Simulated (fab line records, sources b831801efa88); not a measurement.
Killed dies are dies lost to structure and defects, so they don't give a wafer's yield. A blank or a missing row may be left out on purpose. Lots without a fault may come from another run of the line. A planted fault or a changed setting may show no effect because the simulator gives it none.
Which tool did it? | flow sky130 | 12 lots, 36 wafers sampled, at 4 steps of a route of 708

WHAT THE GAUGES READ, wafer by wafer
SKY_CAPM_THK_MEAS_01. Usual: CAPM_CVD_00_THK 15.48 nm, standard deviation 0.23.
lot  | measured     | on            | CAPM_CVD_00_THK (nm) | flag
L830 | day 36 10:34 | film_metro-01 | 15.46 15.52 15.57    |
L832 | day 36 21:23 | film_metro-01 | 15.46 15.71 15.82    |
L836 | day 38 15:31 | film_metro-02 | 15.60 15.57 15.92    |
L837 | day 39 01:32 | film_metro-02 | 14.81 15.67 15.26    |
L839 | day 39 19:12 | film_metro-04 | 15.42 15.32 15.54    |
L840 | day 39 19:48 | film_metro-04 | 15.50 15.81 15.69    |
L842 | day 40 15:53 | film_metro-02 | 15.53 15.43 15.50    |
L843 | day 40 16:13 | film_metro-02 | 15.35 15.48 15.29    |
L845 | day 41 01:06 | film_metro-01 | 15.38 15.68 15.40    |
L846 | day 41 06:23 | film_metro-01 | 15.41 15.34 15.53    |
L851 | day 42 20:23 | film_metro-01 | 15.13 15.29 15.35    |
L852 | day 43 02:41 | film_metro-04 | 15.43 15.66 15.62    |

SKY_VIA3_BOW_MEAS_03. Usual: VIA3_BOW 81 um, standard deviation 8.
lot  | measured     | on            | VIA3_BOW (um) | flag
L830 | day 38 15:49 | film_metro-03 | 72 73 78      |
L832 | day 39 01:57 | film_metro-02 | 76 86 89      |
L836 | day 40 18:30 | film_metro-04 | 94 90 71      |
L837 | day 41 02:50 | film_metro-04 | 79 79 79      |
L839 | day 41 22:01 | film_metro-02 | 76 79 75      |
L840 | day 41 22:20 | film_metro-04 | 83 83 80      |
L842 | day 42 18:43 | film_metro-03 | 82 94 89      |
L843 | day 42 18:53 | film_metro-03 | 75 89 76      |
L845 | day 43 01:52 | film_metro-04 | 78 78 82      |
L846 | day 43 07:08 | film_metro-04 | 87 88 82      |
L851 | day 44 20:07 | film_metro-02 | 86 94 96      |
L852 | day 45 01:23 | film_metro-03 | 92 83 88      |

WHICH TOOL RAN EACH LOT (tool, then ch and the chambers of the sampled wafers, then the start)
lot  | SKY_METAL3_SPUTTER_04        | SKY_METAL3_ETCH_16
L830 | pvd_sputter-04, day 36 10:28 | rie_metal-02 ch 0,1, day 38 14:22
L832 | pvd_sputter-04, day 36 21:19 | rie_metal-03 ch 0,1, day 39 00:32
L836 | pvd_sputter-01, day 38 15:26 | rie_metal-01 ch 1, day 40 17:05
L837 | pvd_sputter-01, day 39 01:26 | rie_metal-03 ch 0,1, day 41 01:23
L839 | pvd_sputter-04, day 39 19:08 | rie_metal-03 ch 0,1, day 41 20:11
L840 | pvd_sputter-01, day 39 19:43 | rie_metal-03 ch 0,1, day 41 20:32
L842 | pvd_sputter-04, day 40 15:48 | rie_metal-02 ch 0, day 42 17:14
L843 | pvd_sputter-01, day 40 16:08 | rie_metal-03 ch 0,1, day 42 17:17
L845 | pvd_sputter-02, day 41 01:01 | rie_metal-03 ch 0, day 43 00:20
L846 | pvd_sputter-04, day 41 06:19 | rie_metal-03 ch 0,1, day 43 05:38
L851 | pvd_sputter-02, day 42 20:19 | rie_metal-02 ch 0,1, day 44 18:41
L852 | pvd_sputter-04, day 43 02:35 | rie_metal-02 ch 0,1, day 44 23:58
- SKY_METAL3_SPUTTER_04: material TiN, target thk 70 nm, time 58.3 s.
- SKY_METAL3_ETCH_16: etches BARC in N2/H2, stops on SiO2, time 88.2 s, target depth 60 nm.

WHAT THE TOOLS THEMSELVES READ (means of the sampled wafers that have a number; where no wafer has one, the mark that the record gives instead)
SKY_METAL3_SPUTTER_04. Usual: throttle_valve_pct 29.7 %, standard deviation 1.1.
lot  | tool           | throttle_valve_pct (%) | flag
L830 | pvd_sputter-04 | 29.3                   |
L832 | pvd_sputter-04 | 28.4                   |
L836 | pvd_sputter-01 | 30.7                   |
L837 | pvd_sputter-01 | 30.9                   |
L839 | pvd_sputter-04 | 28.5                   |
L840 | pvd_sputter-01 | 30.2                   |
L842 | pvd_sputter-04 | 28.0                   |
L843 | pvd_sputter-01 | 29.7                   |
L845 | pvd_sputter-02 | 30.8                   |
L846 | pvd_sputter-04 | 28.7                   |
L851 | pvd_sputter-02 | 29.1                   |
L852 | pvd_sputter-04 | 29.0                   |

SKY_METAL3_ETCH_16. Usual: drypump_motor_current_A 5.7 A, standard deviation 0.37; he_backside_leak_sccm 3.34 sccm, standard deviation 0.2; oes_product_au 0.626 a.u., standard deviation 0.0042; rf_fwd_power_W 496.0 W, standard deviation 1.7; throttle_valve_pct 13.204 %, standard deviation 0.0086.
lot  | tool         | drypump_motor_current_A (A) | he_backside_leak_sccm (sccm) | oes_product_au (a.u.) | rf_fwd_power_W (W) | throttle_valve_pct (%) | flag
L830 | rie_metal-02 | 5.8                         | 3.45                         | 0.625                 | 495.1              | 13.196                 |
L832 | rie_metal-03 | 5.8                         | 3.33                         | 0.631                 | 493.6              | 13.210                 |
L836 | rie_metal-01 | 4.7                         | 3.44                         | 0.627                 | 493.8              | 13.208                 |
L837 | rie_metal-03 | 5.9                         | 3.33                         | 0.628                 | 498.0              | 13.205                 |
L839 | rie_metal-03 | 5.9                         | 3.29                         | 0.624                 | 496.2              | 13.202                 |
L840 | rie_metal-03 | 5.8                         | 3.21                         | 0.622                 | 497.0              | 13.195                 |
L842 | rie_metal-02 | 5.8                         | 3.69                         | 0.624                 | 497.0              | 13.212                 |
L843 | rie_metal-03 | 5.8                         | 3.28                         | 0.625                 | 577.1              | 13.208                 | OFF
L845 | rie_metal-03 | 6.0                         | 3.09                         | 0.628                 | 577.2              | 13.207                 | OFF
L846 | rie_metal-03 | 5.9                         | 3.22                         | 0.622                 | 575.9              | 13.208                 | OFF
L851 | rie_metal-02 | 5.8                         | 3.39                         | 0.627                 | 495.9              | 13.204                 |
L852 | rie_metal-02 | 5.8                         | 3.49                         | 0.624                 | 495.4              | 13.205                 |

THE ANSWER, worked out from the rows above alone
Rule: a lot is off if the mean of its wafers that have a number lies more than 3 standard deviations from the usual mean. A lot without any number at a reading at which 4 lots or more have one is off too. The other lots that the step has rows for count as sound. The gauges are gone through in route order, then the tools' own readings, and for those a lot's mean is taken as printed above. The first step at which some lot is off is used, and at that step the reading that is off furthest; a lot without a number counts as furthest.
Off: L843, L845, L846, at SKY_METAL3_ETCH_16 (rf_fwd_power_W).
A tool fits if, at that step or a process step before it, it ran every lot that is off, and no sound lot after the first of them. One fits: rie_metal-03 at SKY_METAL3_ETCH_16. Its last sound lot is L840 (day 41 20:32), its first lot that is off L843 (day 42 17:17): a fault that began between those two fits.
The tool's own readings at SKY_METAL3_ETCH_16 bear it out: on the lots that are off they differ by more than 5 times the standard deviation of the sound lots' means. rf_fwd_power_W reads 576.7 W there against 495.8 W on the sound lots.

WHAT THE SIMULATOR HAD PUT IN
Process parameter drift: rie_metal-03, from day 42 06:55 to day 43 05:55, at SKY_METAL3_ETCH_16. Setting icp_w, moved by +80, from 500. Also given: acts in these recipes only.
Lots struck among those shown: L843, L845, L846. The rule above found the same.
